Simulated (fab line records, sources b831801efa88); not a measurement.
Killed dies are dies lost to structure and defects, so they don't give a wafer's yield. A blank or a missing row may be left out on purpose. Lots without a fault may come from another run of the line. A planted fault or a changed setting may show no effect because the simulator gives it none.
Chamber matching | flow sfq_line | SFQ_TRILAYER_I1_CMP_CMP_046 on cmp-02: 4 sister chambers
The step polishes SiO2. 4 wafers are shown with their chamber, then 7 later ones without.

WAFERS WITH THEIR CHAMBER
wafer  | chamber | motor_current_A (A)
L864.6 | 2       | 9.9
L865.6 | 0       | 10.2
L868.4 | 1       | 10.9
L868.5 | 3       | 7.5

WAFERS WITHOUT THEIR CHAMBER
wafer  | motor_current_A (A)
L868.6 | 10.3
L870.1 | 7.8
L870.2 | 11.4
L870.4 | 10.3
L872.2 | 11.4
L872.3 | 7.9
L872.5 | 10.1

WHICH CHAMBER EACH WENT THROUGH
wafer  | from the rows above          | in truth
L868.6 | can't be placed: 0 or 2 or 1 | 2
L870.1 | 3                            | 3
L870.2 | 1                            | 1
L870.4 | can't be placed: 0 or 2 or 1 | 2
L872.2 | 1                            | 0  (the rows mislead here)
L872.3 | 3                            | 3
L872.5 | can't be placed: 0 or 2      | 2
Placed correctly: 3 of 7. Can't be placed from these rows: 3 (the true chamber is among the candidates in 3). Placed wrongly: 1.
How it was worked out, from the rows above alone: a wafer's distance from a chamber is the root of the sum, over the readings, of the square of ((its reading less the chamber's mean) divided by the reading's scatter). The wafer belongs to the nearest chamber; if the next one is less than 2 further off, it can't be placed. A chamber's mean is the mean of its shown wafers. The scatter: with one shown wafer a chamber, the root of the mean of the squares of how far each hidden wafer lies from its nearest shown one.
